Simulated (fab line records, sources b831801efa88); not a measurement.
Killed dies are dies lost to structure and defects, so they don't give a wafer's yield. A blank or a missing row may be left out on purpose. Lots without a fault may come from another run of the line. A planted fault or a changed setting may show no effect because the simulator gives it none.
A struck lot beside a sound one | flow sky130 | 15 steps out of a route of 708
Sound: wafers L438.1, L438.4, L438.5. Struck: wafers L442.1, L442.6. (L442.3 of the same lot was not struck and is left out.) The cause comes at the end.
At each step with rows: each side's tool, then ch and its chambers, then its first start. Under that, the readings that differ: sound wafers | struck wafers | difference of the means | sigmas: that difference in standard deviations of wafers without a fault.
alike: readings whose means differ by less than 2 such deviations, and words and numbers that are the same on both sides. not compared: withheld readings, readings that some wafer has no value for, bounds like >300 that may hide the same value, and numbers for which the record gives no deviation and whose values overlap.
The two part at a step that has a row with sigmas, a row that says differs or no value, or rows on one side only. Numbers that don't overlap but have no deviation are shown without sigmas and don't part them. A reading that every wafer of one side lacks parts them only if that side has two wafers or more.

SKY_VIA3_OVL_MEAS_13:
  sound on overlay-01, day 40 15:16; struck on overlay-02, day 42 15:19
  alike: VIA3_OVL
SKY_VIA3_ETCH_14: etches BARC in N2/H2, stops on SiO2, time 45.9 s, target depth 60 nm.
  sound on rie_diel-03 ch 2,3, day 40 15:19; struck on rie_diel-03 ch 0,1, day 42 15:20
  alike: drypump_motor_current_A, oes_product_au, throttle_valve_pct
  not compared: rf_hours_counter_h
then, 5 steps without rows for these wafers: SKY_VIA3_ETCH_15 (etches SiO2 in C4F8/O2/Ar, stops on TiN, target depth 507 nm, time 78 s); SKY_VIA3_STRIP_16 (strips in O2/N2); SKY_VIA3_STRIP_17 (strips in post etch residue remover, time 1200 s); SKY_VIA3_CLEAN_18 (cleans in IPA, time 180 s); SKY_VIA3_CLEAN_19 (cleans in O3/DIW).
SKY_VIA3_SPUTTER_20: material TiN, target thk 20 nm, time 80 s.
  sound on pvd_sputter-02, day 40 16:31; struck on pvd_sputter-01, day 42 16:02
  alike: chamber_pressure_pa, throttle_valve_pct
SKY_VIA3_CVD_21: deposits W, target thk 390 nm, time 117.31 s.
  sound on cvd_w-01 ch 1, day 40 16:35; struck on cvd_w-02 ch 0,1, day 42 16:06
  alike: chamber_pressure_Torr, heater_power_w
SKY_VIA3_RS_MEAS_22: measures by four-point-probe.
  sound on film_metro-03, day 40 16:42; struck on film_metro-01, day 42 16:13
  alike: VIA3_W_RS
SKY_VIA3_THK_MEAS_23: measures by xrf.
  sound on film_metro-03, day 40 16:49; struck on film_metro-01, day 42 16:20
  alike: VIA3_W_THK
SKY_VIA3_CMP_24: polishes, stops on SiO2, t overpolish 20 s, target thk 0 nm.
  sound on cmp-02 ch 0,2,3, day 40 16:59; struck on cmp-01 ch 0,3, day 42 16:24
  alike: motor_current_A, overpolish_run_s, slurry_flow_ml_min, time_to_endpoint_s
SKY_METAL4_SPUTTER_00: material Ti, target thk 15 nm, time 10 s.
  sound on pvd_sputter-04, day 40 17:17; struck on pvd_sputter-04, day 42 16:42
  reading                  | sound                | struck        | difference | sigmas
  chamber_pressure_pa (Pa) | 0.3985 0.4013 0.3996 | 0.3383 0.3387 | -0.0613    | -75
  throttle_valve_pct (%)   | 30.0 28.8 28.8       | 33.2 33.3     | +4.1       | +5
  not compared: model.Ti_of_METAL4_SPUTTER_00.thk_nm
SKY_METAL4_SPUTTER_01: material TiN, target thk 20 nm, time 16.7 s.
  sound on pvd_sputter-04, day 40 17:19; struck on pvd_sputter-04, day 42 16:43
  alike: chamber_pressure_pa, throttle_valve_pct
-- the record jumps here: 6 days lie between the struck wafers' starts before and after (it left off in module METAL4 and takes up again in module PAD_OPEN, whose first step shown is number 708 of the route) --
SKY_PAD_OPEN_PROBE_99:
  the record has rows for the struck wafers here (prober-02, day 48 06:58) and none for the sound ones

WHERE THEY PART
First at SKY_METAL4_SPUTTER_00; last, within this record, at SKY_PAD_OPEN_PROBE_99.

WHY: what the simulator had put in
Process parameter drift: pvd_sputter-04, from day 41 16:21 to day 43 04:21, at SKY_METAL4_SPUTTER_00. Setting chamber_pressure_pa, moved by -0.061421, from 0.4. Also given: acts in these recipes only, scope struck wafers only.
